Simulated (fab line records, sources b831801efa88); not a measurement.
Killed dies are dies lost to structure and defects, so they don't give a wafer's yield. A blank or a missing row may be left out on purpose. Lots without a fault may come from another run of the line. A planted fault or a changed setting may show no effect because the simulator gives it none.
Which tool did it? | flow gf180mcu | 7 lots, 21 wafers sampled, at 1 step of a route of 602

WHAT THE GAUGES READ, wafer by wafer
GF_VT_IMPLANT_RS_MEAS_46: measures by four-point-probe.
lot  | measured     | on            | MVSD_RS (ohm/sq)
L168 | day 7 19:13  | film_metro-01 | 456.7 457.5 457.1
L170 | day 8 07:40  | film_metro-01 | 455.5 455.6 456.1
L172 | day 8 21:39  | film_metro-04 | 456.9 456.6 455.8
L174 | day 9 10:17  | film_metro-01 | 455.9 455.6 456.9
L183 | day 12 03:07 | film_metro-04 | 457.5 458.3 458.8
L188 | day 13 13:13 | film_metro-01 | 456.3 455.5 456.6
L190 | day 14 05:21 | film_metro-04 | 458.2 457.1 457.7

WHICH TOOL RAN EACH LOT (tool, then ch and the chambers of the sampled wafers, then the start)
The record holds no process step before these readings.

THE ANSWER, worked out from the rows above alone
Rule: what is usual is taken from the lots themselves. Put in order of their means at a reading, lots are off if they are a third of the lots or fewer, leave a main group of 4 or more, and stand apart from it by a gap of 3 or more times the standard deviation of the main group's means; of several such gaps the widest counts. A main group whose means are all the same, to the digits that the tables above print for the reading, isn't used. A lot without any number at a reading at which 4 lots or more have one is off too. The other lots that the step has rows for count as sound.
No lot is off at any reading shown: from this, nothing can be told.

WHAT THE SIMULATOR HAD PUT IN
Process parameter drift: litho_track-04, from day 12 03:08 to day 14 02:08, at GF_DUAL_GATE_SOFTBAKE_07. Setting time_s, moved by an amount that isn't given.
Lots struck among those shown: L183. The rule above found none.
